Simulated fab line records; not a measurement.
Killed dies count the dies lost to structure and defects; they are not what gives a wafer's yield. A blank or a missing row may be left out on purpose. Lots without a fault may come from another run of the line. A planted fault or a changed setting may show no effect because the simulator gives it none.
Struck lot and sound lot, side by side | flow sky130 | 26 out of 708 route steps
Sound: these wafers, L466.1, L466.3, L466.5. The struck wafers were L473.4, L473.5, L473.6. Last of all comes the cause.
For every step that has rows: the tool of each side, followed by ch and its chambers, followed by its first start. Under that, the readings that differ: sound wafers | struck wafers | difference of the means | sigmas: that difference in standard deviations of wafers without a fault.
alike: same words and numbers on both sides, and readings whose means sit less than 2 such deviations apart. not compared: any withheld reading, any reading some wafer has no value for, any bound like >300 that may hide the same value, and any number with overlapping values for which the record gives no deviation.
The two part at a step that has a row with sigmas, a row that says differs or no value, or rows on one side only. Numbers that don't overlap but have no deviation are shown without sigmas and don't part them. A reading missing from all wafers of one side parts the sides only when that side holds two or more wafers.

first, 3 steps without rows for these wafers: SKY_CAP2M_EXPOSE_09 (exposes mask CAP2M, target cd 1000 nm); SKY_CAP2M_PEB_10; SKY_CAP2M_DEVELOP_11 (develop time 60 s).
SKY_CAP2M_OVL_MEAS_12:
  sound on overlay-02 at day 44 16:34; struck on overlay-01 at day 46 06:14
  alike: CAP2M_OVL
SKY_CAP2M_METAL_ETCH_13: etches TiN in Cl2/BCl3, stops on SiO2, target depth 220 nm, time 62.9 s.
  sound on rieMetal-02 ch 0,1, day 44 16:36; struck on rieMetal-02 ch 0,1, day 46 06:17
  alike: drypumpMotorCurrentA, oesProductAu, throttleValvePct
  not compared: rfHoursCounterH
SKY_CAP2M_STRIP_14: strips in O2/N2.
  sound on plasmaAsher-01 ch 0, day 44 16:41; struck on plasmaAsher-01 ch 0,1, day 46 06:22
  alike: drypumpMotorCurrentA, oesProductAu, stripTimeToEndpointS
  not compared: rfHoursCounterH
then, 6 steps without rows for these wafers: SKY_CAP2M_STRIP_15 (strips in post etch residue remover, time 1200 s); SKY_CAP2M_CLEAN_16 (cleans in IPA, time 180 s); SKY_CAP2M_CLEAN_17 (cleans in O3/DIW); SKY_METAL4_DEHYDRATE_05 (time 60 s); SKY_METAL4_HMDS_06 (prime time 60 s); SKY_METAL4_COAT_07 (resist thk 60 nm).
SKY_METAL4_COAT_08: resist thk 1140 nm.
  sound on lithoTrack-04 ch 0, day 45 03:00; struck on lithoTrack-04 ch 0, day 46 15:00
reading                                      | sound          | struck         | difference | sigmas
model.KrF-thick_of_METAL4_COAT_08.thkNm (nm) | 1139 1140 1140 | 1167 1165 1164 | +26        | 
  alike: chillPlateTempC
then, 4 steps without rows for these wafers: SKY_METAL4_SOFTBAKE_09 (time 90 s); SKY_METAL4_EXPOSE_10 (exposes mask MM4, target cd 300 nm); SKY_METAL4_PEB_11; SKY_METAL4_DEVELOP_12 (develop time 60 s).
SKY_METAL4_CD_MEAS_13: target cd 300 nm.
  sound on cdSem-01 at day 45 14:20; struck on cdSem-02 at day 46 22:38
  alike: cdNm
SKY_METAL4_OVL_MEAS_14:
  sound on overlay-02 at day 45 14:27; struck on overlay-01 at day 46 22:42
  alike: METAL4_OVL
SKY_METAL4_DESCUM_15: chemistry O2, time 8 s.
  sound on rieMetal-02 ch 1, day 45 14:29; struck on rieMetal-02 ch 0,1, day 46 22:44
  alike: drypumpMotorCurrentA, oesProductAu, tempC
  not compared: rfHoursCounterH
SKY_METAL4_ETCH_16: etches BARC in N2/H2, stops on SiO2, time 88.2 s, target depth 60 nm.
  sound on rieMetal-02 ch 1, day 45 14:31; struck on rieMetal-02 ch 0,1, day 46 22:47
  alike: drypumpMotorCurrentA, oesProductAu, throttleValvePct
  not compared: rfHoursCounterH
SKY_METAL4_ETCH_17: etches SiO2 in C4F8/O2/Ar, stops on TiN, time 3.78 s, target depth 15 nm.
  sound on rieDiel-01 ch 0,2,3, day 45 14:37; struck on rieDiel-01 ch 0,2,3, day 46 22:51
  alike: oesProductAu
  not compared: rfHoursCounterH
SKY_METAL4_METAL_ETCH_18: etches the open film in Cl2/BCl3, stops on SiO2, target depth 845 nm, time 183.1 s.
  sound on rieMetal-01 ch 1, day 45 14:38; struck on rieMetal-03 ch 0,1, day 46 22:56
reading                                      | sound             | struck            | difference | sigmas
model.KrF-thick_of_METAL4_COAT_08.thkNm (nm) | 525.3 522.3 521.1 | 545.4 533.1 544.9 | +18.2      | 
  alike: drypumpMotorCurrentA, oesProductAu, throttleValvePct
  not compared: rfHoursCounterH
SKY_METAL4_STRIP_19: strips in O2/N2.
  sound on plasmaAsher-04 ch 1, day 45 14:59; struck on plasmaAsher-03 ch 0,1, day 46 23:05
reading                  | sound          | struck         | difference | sigmas
stripTimeToEndpointS (s) | 6.52 6.50 6.47 | 6.69 6.59 6.70 | +0.16      | +3
  alike: drypumpMotorCurrentA, oesProductAu
  not compared: rfHoursCounterH
then, 1 step without rows for these wafers: SKY_METAL4_STRIP_20 (strips in post etch residue remover, time 1200 s).
SKY_PAD_OPEN_PROBE_99:
  the record has rows for the sound wafers here (prober-02, day 49 06:06) and none for the struck ones

## WHERE THEY PART
At SKY_METAL4_STRIP_19 first; at SKY_PAD_OPEN_PROBE_99 last (within this record only).

WHY: the cause the simulator had injected
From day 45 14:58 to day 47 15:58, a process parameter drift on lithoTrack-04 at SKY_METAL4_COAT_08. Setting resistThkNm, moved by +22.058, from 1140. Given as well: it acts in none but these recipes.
